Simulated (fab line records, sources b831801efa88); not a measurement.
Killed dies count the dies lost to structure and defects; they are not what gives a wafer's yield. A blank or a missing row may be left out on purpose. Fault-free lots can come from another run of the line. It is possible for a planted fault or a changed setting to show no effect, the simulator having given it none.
Which tool was responsible? / flow sky130 / 11 lots, 33 wafers sampled, at 5 steps of a route of 708

== WHAT THE GAUGES SHOWED, per wafer ==
SKY_VT_ADJUST_HVTR_TW_MEAS_11. Usual: for VT_ADJUST_HVTR_TW the level is 211.3 and the standard deviation is 3.
lot=L512; measured=day 9 18:50; on=film metro-03; VT_ADJUST_HVTR_TW=214.4 214.7 213.7; flag=
lot=L514; measured=day 10 09:36; on=film metro-02; VT_ADJUST_HVTR_TW=211.6 211.3 212.8; flag=
lot=L515; measured=day 10 16:23; on=film metro-03; VT_ADJUST_HVTR_TW=213.6 214.9 213.8; flag=
lot=L516; measured=day 10 22:38; on=film metro-03; VT_ADJUST_HVTR_TW=214.7 214.8 214.6; flag=
lot=L517; measured=day 11 11:19; on=film metro-02; VT_ADJUST_HVTR_TW=210.6 210.5 210.2; flag=
lot=L523; measured=day 13 18:21; on=film metro-01; VT_ADJUST_HVTR_TW=114.0 113.6 114.6; flag=OFF
lot=L526; measured=day 14 03:58; on=film metro-02; VT_ADJUST_HVTR_TW=113.1 112.6 113.7; flag=OFF
lot=L527; measured=day 14 11:22; on=film metro-02; VT_ADJUST_HVTR_TW=211.1 210.4 211.2; flag=
lot=L528; measured=day 14 20:43; on=film metro-03; VT_ADJUST_HVTR_TW=214.5 214.1 214.6; flag=
lot=L531; measured=day 15 13:41; on=film metro-01; VT_ADJUST_HVTR_TW=208.8 207.9 208.2; flag=
lot=L534; measured=day 16 23:19; on=film metro-03; VT_ADJUST_HVTR_TW=216.1 214.2 214.5; flag=

SKY_POLY_GATE_THK_MEAS_04. Usual: for POLY_GATE_CVD_03_THK the level is 74.6 nm and the standard deviation is 0.7.
lot=L512; measured=day 15 14:13; on=film metro-04; POLY_GATE_CVD_03_THK (nm)=75.2 75.5 75.1; flag=
lot=L514; measured=day 16 11:43; on=film metro-01; POLY_GATE_CVD_03_THK (nm)=73.5 74.2 73.8; flag=
lot=L515; measured=day 16 13:04; on=film metro-02; POLY_GATE_CVD_03_THK (nm)=75.6 75.6 75.7; flag=
lot=L516; measured=day 16 23:23; on=film metro-01; POLY_GATE_CVD_03_THK (nm)=74.4 74.8 74.6; flag=
lot=L517; measured=day 17 18:19; on=film metro-01; POLY_GATE_CVD_03_THK (nm)=75.0 75.0 74.5; flag=
lot=L523; measured=day 20 07:04; on=film metro-01; POLY_GATE_CVD_03_THK (nm)=74.0 74.1 74.2; flag=
lot=L526; measured=day 20 19:38; on=film metro-02; POLY_GATE_CVD_03_THK (nm)=74.3 73.8 74.0; flag=
lot=L527; measured=day 21 04:19; on=film metro-02; POLY_GATE_CVD_03_THK (nm)=74.1 74.3 73.7; flag=
lot=L528; measured=day 21 13:40; on=film metro-04; POLY_GATE_CVD_03_THK (nm)=75.0 75.4 75.1; flag=
lot=L531; measured=day 22 08:20; on=film metro-02; POLY_GATE_CVD_03_THK (nm)=74.8 74.0 74.9; flag=
lot=L534; measured=day 24 08:07; on=film metro-01; POLY_GATE_CVD_03_THK (nm)=74.9 75.3 74.5; flag=

== EACH LOT AND THE TOOL THAT RAN IT (in order: tool; ch and the chambers of the sampled wafers; start) ==
lot=L512; SKY_FIELD_ISO_ETCH_17=rie si-01 ch 0,1,2, day 2 10:31; SKY_VT_ADJUST_NCORE_STRIP_10=plasma asher-01 ch 0,1, day 8 21:10; SKY_VT_ADJUST_HVTR_IMPLANT_09=implanter-02 ch 0, day 9 18:35
lot=L514; SKY_FIELD_ISO_ETCH_17=rie si-02 ch 0,3, day 2 20:26; SKY_VT_ADJUST_NCORE_STRIP_10=plasma asher-03 ch 0,1, day 9 10:34; SKY_VT_ADJUST_HVTR_IMPLANT_09=implanter-02 ch 0, day 10 09:22
lot=L515; SKY_FIELD_ISO_ETCH_17=rie si-02 ch 0,1, day 3 02:02; SKY_VT_ADJUST_NCORE_STRIP_10=plasma asher-04 ch 0,1, day 9 17:43; SKY_VT_ADJUST_HVTR_IMPLANT_09=implanter-03 ch 0, day 10 16:08
lot=L516; SKY_FIELD_ISO_ETCH_17=rie si-01 ch 0,2,3, day 3 07:29; SKY_VT_ADJUST_NCORE_STRIP_10=plasma asher-01 ch 0,1, day 9 22:44; SKY_VT_ADJUST_HVTR_IMPLANT_09=implanter-02 ch 0, day 10 22:23
lot=L517; SKY_FIELD_ISO_ETCH_17=rie si-01 ch 1,2,3, day 3 13:32; SKY_VT_ADJUST_NCORE_STRIP_10=plasma asher-03 ch 0,1, day 10 11:57; SKY_VT_ADJUST_HVTR_IMPLANT_09=implanter-02 ch 0, day 11 11:05
lot=L523; SKY_FIELD_ISO_ETCH_17=rie si-02 ch 1,2, day 4 20:25; SKY_VT_ADJUST_NCORE_STRIP_10=plasma asher-01 ch 0,1, day 12 16:58; SKY_VT_ADJUST_HVTR_IMPLANT_09=implanter-02 ch 0, day 13 18:07
lot=L526; SKY_FIELD_ISO_ETCH_17=rie si-01 ch 2,3, day 5 14:50; SKY_VT_ADJUST_NCORE_STRIP_10=plasma asher-03 ch 0,1, day 13 01:48; SKY_VT_ADJUST_HVTR_IMPLANT_09=implanter-02 ch 0, day 14 03:46
lot=L527; SKY_FIELD_ISO_ETCH_17=rie si-02 ch 0,1,2, day 5 17:05; SKY_VT_ADJUST_NCORE_STRIP_10=plasma asher-01 ch 0,1, day 13 08:52; SKY_VT_ADJUST_HVTR_IMPLANT_09=implanter-04 ch 0, day 14 11:07
lot=L528; SKY_FIELD_ISO_ETCH_17=rie si-02 ch 0,2,3, day 5 23:56; SKY_VT_ADJUST_NCORE_STRIP_10=plasma asher-03 ch 0,1, day 13 18:32; SKY_VT_ADJUST_HVTR_IMPLANT_09=implanter-04 ch 0, day 14 20:28
lot=L531; SKY_FIELD_ISO_ETCH_17=rie si-02 ch 0,1,3, day 6 12:23; SKY_VT_ADJUST_NCORE_STRIP_10=plasma asher-01 ch 0,1, day 14 10:01; SKY_VT_ADJUST_HVTR_IMPLANT_09=implanter-03 ch 0, day 15 13:27
lot=L534; SKY_FIELD_ISO_ETCH_17=rie si-01 ch 0,1,2, day 7 04:22; SKY_VT_ADJUST_NCORE_STRIP_10=plasma asher-03 ch 0,1, day 15 18:28; SKY_VT_ADJUST_HVTR_IMPLANT_09=implanter-02 ch 0, day 16 23:04
- SKY_FIELD_ISO_ETCH_17: etches Si in HBr/Cl2/O2, target depth 342 nm, time 97.7 s.
- SKY_VT_ADJUST_NCORE_STRIP_10: strips in O2/N2.
- SKY_VT_ADJUST_HVTR_IMPLANT_09

== WHAT THE TOOLS THEMSELVES READ (means of the sampled wafers that have a number; where no wafer has one, the mark that the record gives instead) ==
SKY_FIELD_ISO_ETCH_17. Usual: drypump motor current A 5.5 A, standard deviation 0.5; mfc cl2 sccm 39.99 sccm, standard deviation 0.12; oes product au 0.999 a.u., standard deviation 0.0091; throttle valve pct 25.658 %, standard deviation 0.01.
lot=L512; tool=rie si-01; drypump motor current A (A)=5.1; mfc cl2 sccm (sccm)=40.04; oes product au (a.u.)=0.994; throttle valve pct (%)=25.661; flag=
lot=L514; tool=rie si-02; drypump motor current A (A)=5.7; mfc cl2 sccm (sccm)=39.95; oes product au (a.u.)=1.010; throttle valve pct (%)=25.660; flag=
lot=L515; tool=rie si-02; drypump motor current A (A)=5.9; mfc cl2 sccm (sccm)=40.04; oes product au (a.u.)=1.008; throttle valve pct (%)=25.652; flag=
lot=L516; tool=rie si-01; drypump motor current A (A)=5.6; mfc cl2 sccm (sccm)=39.90; oes product au (a.u.)=0.993; throttle valve pct (%)=25.662; flag=
lot=L517; tool=rie si-01; drypump motor current A (A)=5.6; mfc cl2 sccm (sccm)=39.89; oes product au (a.u.)=0.994; throttle valve pct (%)=25.660; flag=
lot=L523; tool=rie si-02; drypump motor current A (A)=5.6; mfc cl2 sccm (sccm)=40.05; oes product au (a.u.)=0.996; throttle valve pct (%)=25.664; flag=
lot=L526; tool=rie si-01; drypump motor current A (A)=6.0; mfc cl2 sccm (sccm)=39.93; oes product au (a.u.)=0.990; throttle valve pct (%)=25.661; flag=
lot=L527; tool=rie si-02; drypump motor current A (A)=5.6; mfc cl2 sccm (sccm)=39.92; oes product au (a.u.)=1.002; throttle valve pct (%)=25.660; flag=
lot=L528; tool=rie si-02; drypump motor current A (A)=5.3; mfc cl2 sccm (sccm)=39.95; oes product au (a.u.)=1.004; throttle valve pct (%)=25.653; flag=
lot=L531; tool=rie si-02; drypump motor current A (A)=5.7; mfc cl2 sccm (sccm)=39.81; oes product au (a.u.)=1.003; throttle valve pct (%)=25.654; flag=
lot=L534; tool=rie si-01; drypump motor current A (A)=5.1; mfc cl2 sccm (sccm)=39.96; oes product au (a.u.)=0.995; throttle valve pct (%)=25.661; flag=

SKY_VT_ADJUST_NCORE_STRIP_10. Usual: drypump motor current A 5.8 A, standard deviation 0.43; oes product au 0.716 a.u., standard deviation 0.0042; strip time to endpoint s 14.19 s, standard deviation 0.031.
lot=L512; tool=plasma asher-01; drypump motor current A (A)=5.8; oes product au (a.u.)=0.715; strip time to endpoint s (s)=14.15; flag=
lot=L514; tool=plasma asher-03; drypump motor current A (A)=5.6; oes product au (a.u.)=0.717; strip time to endpoint s (s)=14.16; flag=
lot=L515; tool=plasma asher-04; drypump motor current A (A)=6.1; oes product au (a.u.)=0.719; strip time to endpoint s (s)=14.20; flag=
lot=L516; tool=plasma asher-01; drypump motor current A (A)=5.8; oes product au (a.u.)=0.716; strip time to endpoint s (s)=14.20; flag=
lot=L517; tool=plasma asher-03; drypump motor current A (A)=5.7; oes product au (a.u.)=0.711; strip time to endpoint s (s)=14.21; flag=
lot=L523; tool=plasma asher-01; drypump motor current A (A)=5.5; oes product au (a.u.)=0.718; strip time to endpoint s (s)=14.21; flag=
lot=L526; tool=plasma asher-03; drypump motor current A (A)=5.9; oes product au (a.u.)=0.716; strip time to endpoint s (s)=14.21; flag=
lot=L527; tool=plasma asher-01; drypump motor current A (A)=5.8; oes product au (a.u.)=0.714; strip time to endpoint s (s)=14.19; flag=
lot=L528; tool=plasma asher-03; drypump motor current A (A)=5.9; oes product au (a.u.)=0.715; strip time to endpoint s (s)=14.15; flag=
lot=L531; tool=plasma asher-01; drypump motor current A (A)=5.5; oes product au (a.u.)=0.714; strip time to endpoint s (s)=14.20; flag=
lot=L534; tool=plasma asher-03; drypump motor current A (A)=5.6; oes product au (a.u.)=0.715; strip time to endpoint s (s)=14.22; flag=

SKY_VT_ADJUST_HVTR_IMPLANT_09. Usual: beam on s 10.00 s, standard deviation 0.21; dose ions cm2 2.1006e+12, standard deviation 2.2e+09; faraday current uA 11.85, standard deviation 0.24.
lot=L512; tool=implanter-02; beam on s (s)=9.82; dose ions cm2=2.1001e+12; faraday current uA=12.07; flag=
lot=L514; tool=implanter-02; beam on s (s)=10.06; dose ions cm2=2.0981e+12; faraday current uA=11.77; flag=
lot=L515; tool=implanter-03; beam on s (s)=9.96; dose ions cm2=2.1018e+12; faraday current uA=11.92; flag=
lot=L516; tool=implanter-02; beam on s (s)=10.21; dose ions cm2=2.0980e+12; faraday current uA=11.62; flag=
lot=L517; tool=implanter-02; beam on s (s)=9.86; dose ions cm2=2.0993e+12; faraday current uA=12.04; flag=
lot=L523; tool=implanter-02; beam on s (s)=10.10; dose ions cm2=2.1220e+11; faraday current uA=1.17; flag=OFF
lot=L526; tool=implanter-02; beam on s (s)=9.77; dose ions cm2=2.1137e+11; faraday current uA=1.21; flag=OFF
lot=L527; tool=implanter-04; beam on s (s)=10.02; dose ions cm2=2.1011e+12; faraday current uA=11.80; flag=
lot=L528; tool=implanter-04; beam on s (s)=10.11; dose ions cm2=2.1015e+12; faraday current uA=11.72; flag=
lot=L531; tool=implanter-03; beam on s (s)=9.98; dose ions cm2=2.1006e+12; faraday current uA=11.89; flag=
lot=L534; tool=implanter-02; beam on s (s)=9.76; dose ions cm2=2.1002e+12; faraday current uA=12.16; flag=

== THE ANSWER, worked out from the rows above alone ==
Rule: lot off if the mean of its wafers having a number is beyond 3 standard deviations from the usual mean. Also off: a lot with no number at a reading for which 4 or more lots have one. All remaining lots with rows at the step are treated as sound. The gauges are gone through in route order, then the tools' own readings, and for those a lot's mean is taken as printed above. At the first step where some lot is off, the reading lying furthest off is the one used; lots without a number count as furthest.
Off: L523, L526, seen at SKY_VT_ADJUST_HVTR_TW_MEAS_11 (VT_ADJUST_HVTR_TW).
A tool fits if, at a process step before that reading, it ran every lot that is off, and no sound lot after the first of them. Not tried: the gauges at SKY_VT_ADJUST_HVTR_TW_MEAS_11; whatever is off there is also off at SKY_VT_ADJUST_HVTR_IMPLANT_09, on other tools, and gauge error can't account for it. Not one of the candidates tried fits.

== WHAT THE SIMULATOR PUT IN ==
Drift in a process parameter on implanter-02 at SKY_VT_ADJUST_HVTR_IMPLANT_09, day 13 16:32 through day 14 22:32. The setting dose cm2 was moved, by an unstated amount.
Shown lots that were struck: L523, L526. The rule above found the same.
